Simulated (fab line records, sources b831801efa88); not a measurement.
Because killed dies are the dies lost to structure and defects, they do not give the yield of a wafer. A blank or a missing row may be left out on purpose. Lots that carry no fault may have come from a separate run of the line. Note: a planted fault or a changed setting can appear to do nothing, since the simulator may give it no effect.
What tool caused it? ; flow gf180mcu ; 12 lots, 36 wafers sampled, at 6 steps of a route of 602

== WHAT THE GAUGES SHOWED, per wafer ==
GF_M2_OVL_MEAS_15. Usual: M2_OVL typically reads 2 nm, with standard deviation 4.5.
lot;measured;on;M2_OVL (nm);flag
L492;day 19 02:56;overlay-02;-2 0 7;
L493;day 19 14:56;overlay-01;6 1 5;
L495;day 20 07:32;overlay-01;-2 2 2;
L497;day 21 03:11;overlay-01;-2 2 0;
L499;day 22 12:11;overlay-01;2 -2 6;
L500;day 22 14:36;overlay-02;-2 5 4;
L508;day 24 23:51;overlay-02;-5 -9 1;
L509;day 25 07:47;overlay-02;2 7 1;
L510;day 25 14:40;overlay-02;7 -4 0;
L511;day 25 21:17;overlay-01;9 9 3;
L514;day 26 19:26;overlay-02;1 0 9;
L515;day 27 04:00;overlay-02;-3 -1 -2;

GF_V3_RS_MEAS_24: uses a four-point probe to measure. Usual: V3_W_RS typically reads 0.327 ohm/sq, with standard deviation 0.0059.
lot;measured;on;V3_W_RS (ohm/sq);flag
L492;day 22 08:58;filmMetro-04;0.330 0.333 0.326;
L493;day 22 19:24;filmMetro-04;0.336 0.329 0.331;
L495;day 23 11:58;filmMetro-01;0.323 0.320 0.321;
L497;day 24 04:46;filmMetro-02;0.337 0.331 0.337;
L499;day 25 12:51;filmMetro-02;0.325 0.320 0.323;
L500;day 25 14:32;filmMetro-01;0.320 0.316 0.317;
L508;day 27 19:47;filmMetro-01;0.333 0.327 0.326;
L509;day 28 02:38;filmMetro-04;43.677 43.692 42.886;OFF
L510;day 28 10:19;filmMetro-04;43.816 44.110 44.161;OFF
L511;day 28 15:04;filmMetro-02;43.987 44.301 44.453;OFF
L514;day 29 11:48;filmMetro-04;0.329 0.330 0.330;
L515;day 29 19:04;filmMetro-01;0.331 0.329 0.328;

GF_V3_THK_MEAS_25: measures by xrf. Usual: V3_W_THK typically reads 358 nm, with standard deviation 7.6.
lot;measured;on;V3_W_THK (nm);flag
L492;day 22 09:05;filmMetro-04;351 350 359;
L493;day 22 19:31;filmMetro-04;346 356 351;
L495;day 23 12:04;filmMetro-01;362 368 365;
L497;day 24 04:53;filmMetro-02;344 351 343;
L499;day 25 12:58;filmMetro-02;361 367 365;
L500;day 25 14:40;filmMetro-01;365 370 369;
L508;day 27 19:55;filmMetro-01;351 355 357;
L509;day 28 02:44;filmMetro-04;- <0 -;OFF
L510;day 28 10:26;filmMetro-04;<0 - -;OFF
L511;day 28 15:11;filmMetro-02;<0 <0 <0;OFF
L514;day 29 11:55;filmMetro-04;357 357 354;
L515;day 29 19:11;filmMetro-01;354 354 352;

GF_M4_CD_MEAS_14: the cd target is 280 nm. Usual: cdNm at 279.5 nm, with a standard deviation of 1.3.
lot;measured;on;cdNm (nm);flag
L492;day 23 07:59;cdSem-01;279.2 279.6 279.2;
L493;day 23 18:19;cdSem-01;279.6 279.0 279.2;
L495;day 24 10:44;cdSem-02;278.5 278.2 278.2;
L497;day 25 03:22;cdSem-01;278.5 280.7 280.8;
L499;day 26 10:04;cdSem-01;280.1 280.5 280.8;
L500;day 26 12:07;cdSem-01;280.4 280.7 280.7;
L508;day 28 16:22;cdSem-02;279.6 279.4 278.8;
L514;day 30 06:42;cdSem-01;282.3 281.4 282.3;
L515;day 30 13:46;cdSem-02;280.9 278.2 279.7;

== WHICH TOOL RAN EACH LOT (tool, then ch and the chambers of the sampled wafers, then the start) ==
lot;GF_M2_STRIP_17;GF_V3_CVD_23
L492;plasmaAsher-04 ch 0,1, day 19 03:06;cvdW-01 ch 0,1, day 22 08:50
L493;plasmaAsher-03 ch 0,1, day 19 15:06;cvdW-01 ch 0,1, day 22 19:17
L495;plasmaAsher-01 ch 0,1, day 20 07:42;cvdW-02 ch 0,1, day 23 11:49
L497;plasmaAsher-01 ch 0,1, day 21 03:21;cvdW-01 ch 0,1, day 24 04:39
L499;plasmaAsher-01 ch 0,1, day 22 12:29;cvdW-02 ch 0,1, day 25 12:44
L500;plasmaAsher-03 ch 0,1, day 22 14:54;cvdW-02 ch 0,1, day 25 14:26
L508;plasmaAsher-01 ch 0,1, day 25 00:01;cvdW-01 ch 0,1, day 27 19:41
L509;plasmaAsher-03 ch 0,1, day 25 07:57;cvdW-02 ch 0,1, day 28 02:30
L510;plasmaAsher-04 ch 0,1, day 25 14:49;cvdW-02 ch 0,1, day 28 10:11
L511;plasmaAsher-03 ch 0,1, day 25 21:27;cvdW-01 ch 0,1, day 28 14:56
L514;plasmaAsher-01 ch 0,1, day 26 19:35;cvdW-01 ch 0,1, day 29 11:40
L515;plasmaAsher-01 ch 0,1, day 27 04:10;cvdW-01 ch 0,1, day 29 18:57
- GF_M2_STRIP_17: strips in O2/N2.
- GF_V3_CVD_23: deposits W, target thk 350 nm, time 104.9 s.

== AS READ BY THE TOOLS THEMSELVES (means over the sampled wafers that have a number; for cases with no such wafer, the mark the record gives instead) ==
GF_M2_STRIP_17. Usual: drypumpMotorCurrentA 5.6 A, standard deviation 0.34; heaterPowerW 331 W, standard deviation 36; oesProductAu 0.536 a.u., standard deviation 0.0049; stripTimeToEndpointS 7.35 s, standard deviation 0.06.
lot;tool;drypumpMotorCurrentA (A);heaterPowerW (W);oesProductAu (a.u.);stripTimeToEndpointS (s);flag
L492;plasmaAsher-04;5.9;348;0.541;7.37;
L493;plasmaAsher-03;5.6;357;0.537;7.35;
L495;plasmaAsher-01;5.5;317;0.540;7.38;
L497;plasmaAsher-01;5.3;304;0.542;7.38;
L499;plasmaAsher-01;5.3;298;0.536;7.42;
L500;plasmaAsher-03;5.6;363;0.531;7.31;
L508;plasmaAsher-01;5.3;297;0.538;7.44;
L509;plasmaAsher-03;5.5;356;0.539;7.41;
L510;plasmaAsher-04;6.1;366;0.538;7.31;
L511;plasmaAsher-03;5.6;359;0.541;7.35;
L514;plasmaAsher-01;5.5;318;0.534;7.25;
L515;plasmaAsher-01;5.3;299;0.531;7.20;

GF_V3_CVD_23. Usual: chamberPressureTorr 40.00 Torr, standard deviation 0.1; heaterPowerOuterW 520 W, standard deviation 93; heaterPowerW 833 W, standard deviation 160.
lot;tool;chamberPressureTorr (Torr);heaterPowerOuterW (W);heaterPowerW (W);flag
L492;cvdW-01;40.07;500;770;
L493;cvdW-01;39.99;504;768;
L495;cvdW-02;40.00;532;881;
L497;cvdW-01;40.06;453;723;
L499;cvdW-02;39.90;597;976;
L500;cvdW-02;40.06;531;873;
L508;cvdW-01;39.94;510;777;
L509;cvdW-02;-;-;-;OFF
L510;cvdW-02;-;-;-;OFF
L511;cvdW-01;-;-;-;OFF
L514;cvdW-01;40.01;456;730;
L515;cvdW-01;40.07;459;735;

== THE ANSWER, worked out from the rows above alone ==
Rule: a lot is off if the mean of its wafers that have a number lies more than 3 standard deviations from the usual mean. Also off: a lot with no number at a reading for which 4 or more lots have one. The other lots that the step has rows for count as sound. Order of review: gauges by route order, followed by the tools' own readings, for which a lot's mean as printed above is used. At the first step where some lot is off, the reading lying furthest off is the one used; lots without a number count as furthest.
Off: L509, L510, L511, seen at GF_V3_RS_MEAS_24 (V3_W_RS).
If a tool, at a process step before that reading, ran all the lots that are off and no sound lot after the first of them, it fits. Not tried: the gauges at GF_V3_RS_MEAS_24; whatever is off there is also off at GF_V3_CVD_23, on other tools, and gauge error can't account for it. No candidate that was tried fits.

== WHAT HAD BEEN PUT IN BY THE SIMULATOR ==
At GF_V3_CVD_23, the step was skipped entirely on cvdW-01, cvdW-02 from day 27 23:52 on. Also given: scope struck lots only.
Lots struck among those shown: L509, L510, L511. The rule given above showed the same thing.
